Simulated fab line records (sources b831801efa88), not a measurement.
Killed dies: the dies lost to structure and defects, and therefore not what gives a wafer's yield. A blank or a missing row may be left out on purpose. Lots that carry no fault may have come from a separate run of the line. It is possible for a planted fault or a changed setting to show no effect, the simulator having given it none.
fab line records	flow gf180mcu	part 1 of 2: steps 1 to 26 of 35
record lots=5	wafers=15	last-day=32
route steps=602 shown M4@473 V4@476 MIM@503
lots that met no fault: taken from a fault-free run of the same line
start-h: start of the lot's first displayed wafer, in hours after the record's first day	wait-h: how many hours have passed since the lot's step before this one	" as in the row above	L1.1+2: several wafers, shown together as one row	- no value present, or no start provided	* or withheld: withheld	< > ~ a bound
route shown NAME@n: names a module that has steps shown in the file, with the first one's number in the route	usual: average and standard deviation across the fault-free wafers	same: alike in all rows	chamber/n: place in a boat	sites: readings site by site	_std_site: the values' standard deviation	_edge_site: inner sites' mean taken away from outer sites' mean	radius-mm: how far each site lies from the wafer's centre	mask NAME#n: copy n	behind: the tool/chamber that last shaped the wafer	hold: what put the lot on hold/how long, in hours/how the hold closed	device: the transistor (n, p or np) that didn't switch	end of line: the tests these same wafers got at the end of their route	step lacking rows: just its recipe	killed: the dies lost at the first sort to structure and to defects; this is not the yield of the wafer	map: per-die view of a wafer (x killed, . not killed, _ where there is no die)
set.NAME: the setting as run; set.NAME@STEP: as run at that earlier step	model.NAME: the simulator's own value behind a step, which no gauge read
certain route steps with their lots: each step a table, each wafer a row
services: a tool's chamber out of use, with start hour (start-h, from the record's first day; less than 0 if before it), hours out, and reason
## steps
# step GF_M4_STRIP_17
# recipe chemistry=O2/N2	power-w=1400	pressure-mtorr=1500	platen-temp-c=250	o2-flow-sccm=3000	n2-flow-sccm=300	overash-fraction=0.5
# usual drypump-motor-current-A=5.9/0.45	heater-power-w=338/22	oes-product-au=0.557/0.0047	strip-time-to-endpoint-s=7.86/0.038
lot.wafer	tool	chamber	start-h	wait-h	drypump-motor-current-A	heater-power-w	oes-product-au	rf-hours-counter-h	strip-time-to-endpoint-s
L076.1	plasma-asher-01	0	551.17	0.1	6.4	289	0.562	13	7.86
L076.2	"	1	"	"	6.1	340	0.560	13	7.85
L076.3	"	0	"	"	6.4	299	0.556	-	7.84
L081.1	plasma-asher-01	1	592.86	0.1	6.1	338	0.558	18	7.81
L081.4	"	0	"	"	6.4	292	0.548	-	7.79
L081.5	"	0	"	"	6.4	305	0.557	-	7.86
L083.1	plasma-asher-03	0	605.82	0.1	6.3	340	0.554	94	7.85
L083.2	"	1	"	"	5.7	356	0.550	94	7.84
L083.5	"	0	"	"	6.3	340	0.553	-	7.82
L086.3	plasma-asher-03	0	630.84	0.1	6.4	345	0.557	-	7.82
L086.4	"	1	"	"	5.6	363	0.554	-	7.79
L086.6	"	1	"	"	5.6	359	0.544	-	7.79
L087.1	plasma-asher-03	0	646.57	0.1	6.3	348	0.560	98	7.86
L087.4	"	0	"	"	6.3	341	0.558	-	7.85
L087.6	"	1	"	"	5.6	364	0.559	-	7.82
# step GF_M4_STRIP_18
# recipe chemistry=post-etch-residue-remover	time-s=1200	temp-c=72.5
# same time-s=1200
lot.wafer	tool	chamber	start-h	wait-h
L076.1+2+3	wet-bench-01	1	551.27	0.1
L081.1+4+5	wet-bench-01	3	592.96	0.1
L083.1+2+5	wet-bench-02	0	605.92	0.1
L086.3+4+6	wet-bench-01	2	630.91	0.0
L087.1+4+6	wet-bench-01	0	646.67	0.1
# step GF_M4_CLEAN_19
# recipe chemistry=DIW	dry=n2-spin
lot.wafer	tool	chamber	start-h	wait-h
L076.1+2+3	wet-bench-04	1	551.61	0.0
L081.1+4+5	wet-bench-01	2	593.30	0.0
L083.1+2+5	wet-bench-01	1	606.26	0.0
L086.3+4+6	wet-bench-02	2	631.25	0.0
L087.1+4+6	wet-bench-02	2	647.01	0.0
# step GF_V4_CVD_00
# recipe material=SiO2	target-thk-nm=600	sigma-open-frac=0.3	temp-c=400	time-s=100	sih4-flow-sccm=60	pressure-mtorr=6
# same time-s=100
lot.wafer	tool	chamber	start-h	wait-h
L076.1+2+3	hdpcvd-01	0,2,1	551.70	0.0
L081.1+4+5	hdpcvd-01	0,2,1	593.39	0.0
L083.1+2+5	hdpcvd-02	1,2,2	606.35	0.0
L086.3+4+6	hdpcvd-02	0,1,2	631.34	0.0
L087.1+4+6	hdpcvd-02	0,1,2	647.11	0.0
# step GF_V4_THK_MEAS_01
# recipe reads=SiO2_of_V4_CVD_00
# usual V4_CVD_00_THK=603/6.1
lot.wafer	tool	chamber	start-h	wait-h	V4_CVD_00_THK[nm]
L076.1	film-metro-04	-	551.78	0.0	601
L076.2	"	-	"	"	601
L076.3	"	-	"	"	599
L081.1	film-metro-04	-	593.46	0.0	599
L081.4	"	-	"	"	593
L081.5	"	-	"	"	597
L083.1	film-metro-04	-	606.51	0.1	606
L083.2	"	-	"	"	607
L083.5	"	-	"	"	603
L086.3	film-metro-03	-	631.43	0.1	602
L086.4	"	-	"	"	610
L086.6	"	-	"	"	605
L087.1	film-metro-04	-	647.18	0.0	611
L087.4	"	-	"	"	611
L087.6	"	-	"	"	617
# step GF_V4_CVD_02
# recipe material=SiO2	target-thk-nm=850	precursor=TEOS	temp-c=400	time-s=94.851	rf-w=600
# usual heater-power-w=685/94
# same time-s=94.851
lot.wafer	tool	chamber	start-h	wait-h	heater-power-w
L076.1	pecvd-02	2	551.84	0.1	821
L076.2	"	1	"	"	889
L076.3	"	0	"	"	659
L081.1	pecvd-04	0	593.52	0.1	683
L081.4	"	0	"	"	562
L081.5	"	2	"	"	473
L083.1	pecvd-02	0	606.57	0.1	712
L083.2	"	1	"	"	850
L083.5	"	1	"	"	902
L086.3	pecvd-03	1	631.47	0.0	649
L086.4	"	0	"	"	680
L086.6	"	1	"	"	690
L087.1	pecvd-03	1	647.24	0.1	605
L087.4	"	2	"	"	526
L087.6	"	0	"	"	649
# step GF_V4_THK_MEAS_03
# recipe reads=SiO2_of_V4_CVD_02
# usual V4_CVD_02_THK=852/10
lot.wafer	tool	chamber	start-h	wait-h	V4_CVD_02_THK[nm]
L076.1	film-metro-03	-	551.91	0.0	844
L076.2	"	-	"	"	857
L076.3	"	-	"	"	839
L081.1	film-metro-04	-	593.74	0.2	842
L081.4	"	-	"	"	854
L081.5	"	-	"	"	850
L083.1	film-metro-04	-	606.64	0.0	851
L083.2	"	-	"	"	864
L083.5	"	-	"	"	870
L086.3	film-metro-03	-	631.61	0.1	844
L086.4	"	-	"	"	855
L086.6	"	-	"	"	858
L087.1	film-metro-04	-	647.31	0.0	833
L087.4	"	-	"	"	860
L087.6	"	-	"	"	861
# step GF_V4_CMP_04
# recipe material=SiO2	down-force-psi=4	platen-rpm=60	pad-velocity-m-s=0.94248
# usual motor-current-A=11.9/1.1	time-to-endpoint-s=81/5
lot.wafer	tool	chamber	start-h	wait-h	motor-current-A	time-to-endpoint-s
L076.3	cmp-02	3	551.97	0.0	11.7	77
L076.2	"	0	"	"	11.7	88
L076.1	"	2	"	"	12.0	78
L081.4	cmp-02	3	594.09	0.3	10.9	83
L081.1	"	0	"	"	12.2	77
L081.5	"	3	"	"	11.7	78
L083.1	cmp-01	3	606.70	0.1	10.8	81
L083.2	"	1	"	"	10.7	84
L083.5	"	0	"	"	12.3	91
L086.4	cmp-02	3	631.65	0.0	12.2	78
L086.3	"	1	"	"	13.4	76
L086.6	"	0	"	"	12.1	85
L087.4	cmp-01	3	647.37	0.0	10.6	86
L087.1	"	1	"	"	10.9	73
L087.6	"	0	"	"	12.6	87
# step GF_V4_BOW_MEAS_05
# recipe mode=bow
# usual V4_BOW=133/9
lot.wafer	tool	chamber	start-h	wait-h	V4_BOW[um]
L076.1	film-metro-03	-	552.27	0.1	126
L076.2	"	-	"	"	139
L076.3	"	-	"	"	138
L081.1	film-metro-04	-	594.55	0.4	125
L081.4	"	-	"	"	130
L081.5	"	-	"	"	132
L083.1	film-metro-04	-	607.05	0.3	129
L083.2	"	-	"	"	127
L083.5	"	-	"	"	140
L086.3	film-metro-03	-	632.05	0.2	115
L086.4	"	-	"	"	123
L086.6	"	-	"	"	125
L087.1	film-metro-03	-	647.67	0.1	141
L087.4	"	-	"	"	132
L087.6	"	-	"	"	128
# step GF_V4_DEHYDRATE_06
# recipe temp-c=200	time-s=60
# usual exhaust-pa=45.0/0.9	plate-temp-C=200.01/0.15
# same time-s=60
lot.wafer	tool	chamber	start-h	wait-h	exhaust-pa	plate-temp-C
L076.1	litho-track-01	0	562.60	10.3	44.0	200.03
L076.2	"	0	"	"	45.5	199.73
L076.3	"	0	"	"	46.3	199.82
L081.1	litho-track-02	0	603.90	9.3	45.4	199.85
L081.4	"	0	"	"	45.7	200.07
L081.5	"	0	"	"	46.0	200.00
L083.1	litho-track-01	0	616.30	9.2	42.3	200.15
L083.2	"	0	"	"	44.2	200.07
L083.5	"	0	"	"	43.8	200.17
L086.3	litho-track-02	0	641.20	9.1	45.2	200.07
L086.4	"	0	"	"	45.3	199.80
L086.6	"	0	"	"	45.1	200.02
L087.1	litho-track-01	0	656.70	9.0	46.4	200.10
L087.4	"	0	"	"	45.2	200.08
L087.6	"	0	"	"	45.0	200.05
# step GF_V4_HMDS_07
# recipe prime-time-s=60	prime-temp-c=120
# usual exhaust-pa=45.2/0.92
lot.wafer	tool	chamber	start-h	wait-h	exhaust-pa
L076.1	litho-track-01	0	562.75	0.1	45.4
L076.2	"	0	"	"	45.8
L076.3	"	0	"	"	45.0
L081.1	litho-track-02	0	604.05	0.1	46.7
L081.4	"	0	"	"	46.9
L081.5	"	0	"	"	46.1
L083.1	litho-track-01	0	616.45	0.1	46.6
L083.2	"	0	"	"	45.0
L083.5	"	0	"	"	45.5
L086.3	litho-track-02	0	641.35	0.1	45.6
L086.4	"	0	"	"	46.9
L086.6	"	0	"	"	45.1
L087.1	litho-track-01	0	656.85	0.1	47.2
L087.4	"	0	"	"	44.8
L087.6	"	0	"	"	45.8
# step GF_V4_COAT_08
# recipe resist=BARC	temp-c=withheld	time-s=withheld	spin-rpm=withheld	resist-thk-nm=withheld
# usual exhaust-pa=45.1/0.88
lot.wafer	tool	chamber	start-h	wait-h	exhaust-pa
L076.1	litho-track-01	0	562.90	0.1	44.7
L076.2	"	0	"	"	45.0
L076.3	"	0	"	"	45.0
L081.1	litho-track-02	0	604.20	0.1	44.4
L081.4	"	0	"	"	42.3
L081.5	"	0	"	"	44.2
L083.1	litho-track-01	0	616.60	0.1	46.7
L083.2	"	0	"	"	45.9
L083.5	"	0	"	"	45.0
L086.3	litho-track-02	0	641.50	0.1	45.8
L086.4	"	0	"	"	46.2
L086.6	"	0	"	"	46.0
L087.1	litho-track-01	0	657.00	0.1	44.3
L087.4	"	0	"	"	44.3
L087.6	"	0	"	"	44.6
# step GF_V4_COAT_09
# recipe resist=KrF	spin-rpm=withheld	resist-thk-nm=1000
# usual exhaust-pa=45.1/0.84
lot.wafer	tool	chamber	start-h	wait-h	exhaust-pa
L076.1	litho-track-01	0	-	-	45.3
L076.2	"	0	"	"	44.5
L076.3	"	0	"	"	44.5
L081.1	litho-track-02	0	-	-	46.1
L081.4	"	0	"	"	46.1
L081.5	"	0	"	"	44.6
L083.1	litho-track-01	0	-	-	45.4
L083.2	"	0	"	"	45.0
L083.5	"	0	"	"	46.6
L086.3	litho-track-02	0	-	-	44.6
L086.4	"	0	"	"	44.1
L086.6	"	0	"	"	44.7
L087.1	litho-track-01	0	-	-	46.5
L087.4	"	0	"	"	44.1
L087.6	"	0	"	"	46.5
# step GF_V4_SOFTBAKE_10
# recipe temp-c=130	time-s=60	resist=KrF
# usual exhaust-pa=45.1/0.87	plate-temp-C=130.03/0.13
# same time-s=60
lot.wafer	tool	chamber	start-h	wait-h	exhaust-pa	plate-temp-C
L076.1	litho-track-01	0	-	-	45.5	130.25
L076.2	"	0	"	"	46.2	130.19
L076.3	"	0	"	"	44.8	130.01
L081.1	litho-track-02	0	-	-	45.8	130.20
L081.4	"	0	"	"	45.4	130.04
L081.5	"	0	"	"	46.0	130.14
L083.1	litho-track-01	0	-	-	44.1	130.03
L083.2	"	0	"	"	46.1	130.12
L083.5	"	0	"	"	46.0	130.15
L086.3	litho-track-02	0	-	-	45.1	129.87
L086.4	"	0	"	"	45.5	129.94
L086.6	"	0	"	"	45.3	130.02
L087.1	litho-track-01	0	-	-	45.2	130.09
L087.4	"	0	"	"	44.5	130.05
L087.6	"	0	"	"	45.6	130.02
# step GF_V4_EXPOSE_11
# recipe mask-id=Via4	target-cd-nm=260	na=0.68	source-shape=conventional	sigma-outer=0.6	dose-mj=38
# usual exposure-dose-mJ-cm2=38.00/0.039
# same na=0.68
lot.wafer	tool	chamber	start-h	wait-h	mask	exposure-dose-mJ-cm2
L076.1	krf-scanner-02	0	-	-	Via4#0	38.00
L076.2	"	0	"	"	Via4#0	38.06
L076.3	"	0	"	"	Via4#0	37.98
L081.1	krf-scanner-01	0	-	-	Via4#0	38.00
L081.4	"	0	"	"	Via4#0	37.99
L081.5	"	0	"	"	Via4#0	38.00
L083.1	krf-scanner-02	0	-	-	Via4#0	38.00
L083.2	"	0	"	"	Via4#0	37.99
L083.5	"	0	"	"	Via4#0	37.99
L086.3	krf-scanner-01	0	-	-	Via4#0	37.98
L086.4	"	0	"	"	Via4#0	38.03
L086.6	"	0	"	"	Via4#0	38.00
L087.1	krf-scanner-02	0	-	-	Via4#0	37.99
L087.4	"	0	"	"	Via4#0	37.92
L087.6	"	0	"	"	Via4#0	37.96
# step GF_V4_PEB_12
# recipe peb-temp-c=135	peb-time-s=90	resist=KrF
# usual exhaust-pa=45.1/0.86	plate-temp-C=134.98/0.15
lot.wafer	tool	chamber	start-h	wait-h	exhaust-pa	plate-temp-C
L076.1	litho-track-02	0	-	-	44.5	135.19
L076.2	"	0	"	"	45.5	135.13
L076.3	"	0	"	"	44.8	135.00
L081.1	litho-track-02	0	-	-	46.3	135.04
L081.4	"	0	"	"	44.8	134.96
L081.5	"	0	"	"	44.7	135.00
L083.1	litho-track-02	0	-	-	44.9	135.20
L083.2	"	0	"	"	45.5	135.04
L083.5	"	0	"	"	45.0	135.07
L086.3	litho-track-02	0	-	-	44.6	135.02
L086.4	"	0	"	"	45.4	134.98
L086.6	"	0	"	"	44.9	134.84
L087.1	litho-track-02	0	-	-	44.8	134.95
L087.4	"	0	"	"	45.0	134.87
L087.6	"	0	"	"	44.5	135.00
# step GF_V4_DEVELOP_13
# recipe develop-time-s=60	resist=KrF	dev-temp-c=21
# usual exhaust-pa=44.9/0.91
lot.wafer	tool	chamber	start-h	wait-h	exhaust-pa
L076.1	litho-track-02	0	574.05	0.2	45.1
L076.2	"	0	"	"	43.8
L076.3	"	0	"	"	44.8
L081.1	litho-track-02	0	614.20	0.2	45.8
L081.4	"	0	"	"	45.4
L081.5	"	0	"	"	46.1
L083.1	litho-track-02	0	626.65	0.2	46.3
L083.2	"	0	"	"	45.0
L083.5	"	0	"	"	45.1
L086.3	litho-track-02	0	651.10	0.1	46.5
L086.4	"	0	"	"	45.9
L086.6	"	0	"	"	45.2
L087.1	litho-track-02	0	666.95	0.2	46.7
L087.4	"	0	"	"	45.5
L087.6	"	0	"	"	45.1
# step GF_V4_CD_MEAS_14
# recipe target-cd-nm=260
# usual cd-nm=260.2/1
lot.wafer	tool	chamber	start-h	wait-h	cd-nm
L076.1	cd-sem-02	-	574.20	0.1	260.1
L076.2	"	-	"	"	260.1
L076.3	"	-	"	"	259.9
L081.1	cd-sem-01	-	614.35	0.1	261.7
L081.4	"	-	"	"	261.8
L081.5	"	-	"	"	261.0
L083.1	cd-sem-02	-	626.80	0.1	258.8
L083.2	"	-	"	"	258.6
L083.5	"	-	"	"	259.9
L086.3	cd-sem-01	-	651.24	0.1	260.4
L086.4	"	-	"	"	259.9
L086.6	"	-	"	"	260.5
L087.1	cd-sem-02	-	667.10	0.1	260.3
L087.4	"	-	"	"	260.0
L087.6	"	-	"	"	259.8
# step GF_V4_OVL_MEAS_15
# usual V4_OVL=-1/4.9
lot.wafer	tool	chamber	start-h	wait-h	V4_OVL[nm]
L076.1	overlay-02	-	574.32	0.1	4
L076.2	"	-	"	"	-5
L076.3	"	-	"	"	1
L081.1	overlay-02	-	614.47	0.1	-3
L081.4	"	-	"	"	-3
L081.5	"	-	"	"	-4
L083.1	overlay-01	-	626.92	0.1	1
L083.2	"	-	"	"	10
L083.5	"	-	"	"	4
L086.3	overlay-01	-	651.34	0.1	4
L086.4	"	-	"	"	0
L086.6	"	-	"	"	5
L087.1	overlay-01	-	667.22	0.1	-7
L087.4	"	-	"	"	-9
L087.6	"	-	"	"	-1
# step GF_V4_ETCH_16
# recipe chemistry=N2/H2	target-depth-a=withheld	overetch-a=withheld	time-s=withheld	target=BARC	ion-energy-ev=200	source-w=500	bias-w=100	pressure-mtorr=30	n2-flow-sccm=100	h2-flow-sccm=200
# usual drypump-motor-current-A=5.8/0.45	oes-product-au=0.855/0.0045	throttle-valve-pct=13.226/0.0088
lot.wafer	tool	chamber	start-h	wait-h	drypump-motor-current-A	oes-product-au	throttle-valve-pct
L076.1	rie-diel-03	0	574.36	0.0	6.0	0.852	13.215
L076.2	"	3	"	"	5.9	0.864	13.219
L076.3	"	1	"	"	5.9	0.858	13.233
L081.1	rie-diel-02	2	614.51	0.0	5.9	0.852	13.229
L081.4	"	1	"	"	5.3	0.853	13.219
L081.5	"	0	"	"	6.2	0.856	13.216
L083.1	rie-diel-01	2	626.96	0.0	6.5	0.858	13.220
L083.2	"	3	"	"	6.4	0.848	13.226
L083.5	"	1	"	"	4.8	0.856	13.222
L086.3	rie-diel-01	2	651.36	0.0	6.6	0.848	13.219
L086.4	"	0	"	"	5.2	0.850	13.223
L086.6	"	3	"	"	6.4	0.855	13.219
L087.1	rie-diel-01	3	667.26	0.0	6.4	0.854	13.235
L087.4	"	2	"	"	6.5	0.857	13.227
L087.6	"	1	"	"	4.9	0.850	13.243
# step GF_V4_ETCH_17
# recipe chemistry=C4F8/O2/Ar	mask-material=KrF	target=SiO2	stop-on=TiN	source-w=1500	bias-w=1200	pressure-mtorr=40	c4f8-flow-sccm=withheld	O2_flow_sccm=6	Ar_flow_sccm=300	time-s=withheld	target-depth-a=6300
# usual oes-product-au=0.855/0.0047
lot.wafer	tool	chamber	start-h	wait-h	oes-product-au
L076.1	rie-diel-03	0	-	-	0.856
L076.2	"	3	"	"	0.857
L076.3	"	1	"	"	0.851
L081.1	rie-diel-02	2	-	-	0.855
L081.4	"	1	"	"	0.853
L081.5	"	0	"	"	0.850
L083.1	rie-diel-01	2	-	-	0.854
L083.2	"	3	"	"	0.851
L083.5	"	1	"	"	0.867
L086.3	rie-diel-01	2	-	-	0.853
L086.4	"	0	"	"	0.855
L086.6	"	3	"	"	0.861
L087.1	rie-diel-01	3	-	-	0.851
L087.4	"	2	"	"	0.853
L087.6	"	1	"	"	0.858
# step GF_V4_STRIP_18
# recipe chemistry=O2/N2	power-w=1400	pressure-mtorr=1500	platen-temp-c=250	o2-flow-sccm=3000	n2-flow-sccm=300	overash-fraction=0.5
# usual drypump-motor-current-A=6.0/0.42	heater-power-w=341/34	oes-product-au=0.592/0.0051
lot.wafer	tool	chamber	start-h	wait-h	drypump-motor-current-A	heater-power-w	oes-product-au	rf-hours-counter-h
L076.1	plasma-asher-02	1	574.49	-	5.5	302	0.593	49
L076.2	"	0	"	"	6.5	389	0.591	49
L076.3	"	1	"	"	5.5	293	0.591	-
L081.1	plasma-asher-02	0	614.64	-	6.5	386	0.580	52
L081.4	"	1	"	"	5.4	302	0.597	-
L081.5	"	1	"	"	5.5	303	0.587	-
L083.1	plasma-asher-02	0	627.09	-	6.5	379	0.581	53
L083.2	"	1	"	"	5.5	307	0.602	53
L083.5	"	0	"	"	6.5	383	0.599	-
L086.3	plasma-asher-02	0	651.52	-	6.5	383	0.594	-
L086.4	"	1	"	"	5.5	300	0.587	-
L086.6	"	0	"	"	6.5	393	0.588	-
L087.1	plasma-asher-03	0	667.39	-	6.4	357	0.592	100
L087.4	"	0	"	"	6.3	341	0.591	-
L087.6	"	0	"	"	6.3	347	0.596	-
# step GF_V4_STRIP_19
# recipe chemistry=post-etch-residue-remover	time-s=1200	temp-c=72.5
# same time-s=1200
lot.wafer	tool	chamber	start-h	wait-h
L076.1+2+3	wet-bench-01	0	574.59	0.1
L081.1+4+5	wet-bench-02	2	614.74	0.1
L083.1+2+5	wet-bench-03	2	627.19	0.1
L086.3+4+6	wet-bench-03	2	651.59	0.0
L087.1+4+6	wet-bench-01	0	667.49	0.1
# step GF_V4_CLEAN_20
# recipe chemistry=DIW	dry=n2-spin
lot.wafer	tool	chamber	start-h	wait-h
L076.1+2+3	wet-bench-02	3	575.00	0.0
L081.1+4+5	wet-bench-01	3	615.08	0.0
L083.1+2+5	wet-bench-02	2	627.53	0.0
L086.3+4+6	wet-bench-02	0	651.96	0.0
L087.1+4+6	wet-bench-02	3	667.83	0.0
# step GF_V4_SPUTTER_21
# recipe material=Ti	target-thk-nm=15	chamber-pressure-pa=5	power-w=2500	substrate-temp-c=200	time-s=80.02
# usual throttle-valve-pct=30.0/1.1
# same time-s=80.02
lot.wafer	tool	chamber	start-h	wait-h	throttle-valve-pct
L076.1	pvd-sputter-04	-	575.09	0.0	27.5
L076.2	"	-	"	"	30.8
L076.3	"	-	"	"	30.0
L081.1	pvd-sputter-02	-	615.17	0.0	30.7
L081.4	"	-	"	"	30.8
L081.5	"	-	"	"	31.1
L083.1	pvd-sputter-04	-	627.62	0.0	27.5
L083.2	"	-	"	"	28.4
L083.5	"	-	"	"	30.2
L086.3	pvd-sputter-02	-	652.05	0.0	30.8
L086.4	"	-	"	"	30.2
L086.6	"	-	"	"	29.6
L087.1	pvd-sputter-02	-	667.92	0.0	29.8
L087.4	"	-	"	"	30.6
L087.6	"	-	"	"	29.8
# step GF_V4_SPUTTER_22
# recipe material=TiN	target-thk-nm=10	chamber-pressure-pa=5	power-w=4000	time-s=40
# usual throttle-valve-pct=30.0/1.1
# same time-s=40
lot.wafer	tool	chamber	start-h	wait-h	throttle-valve-pct
L076.1	pvd-sputter-04	-	575.15	0.0	27.4
L076.2	"	-	"	"	31.1
L076.3	"	-	"	"	30.3
L081.1	pvd-sputter-02	-	615.23	0.0	30.7
L081.4	"	-	"	"	30.3
L081.5	"	-	"	"	30.8
L083.1	pvd-sputter-04	-	627.68	0.0	27.7
L083.2	"	-	"	"	28.7
L083.5	"	-	"	"	30.3
L086.3	pvd-sputter-02	-	652.11	0.0	30.6
L086.4	"	-	"	"	30.2
L086.6	"	-	"	"	29.8
L087.1	pvd-sputter-02	-	667.98	0.0	29.6
L087.4	"	-	"	"	30.7
L087.6	"	-	"	"	29.8
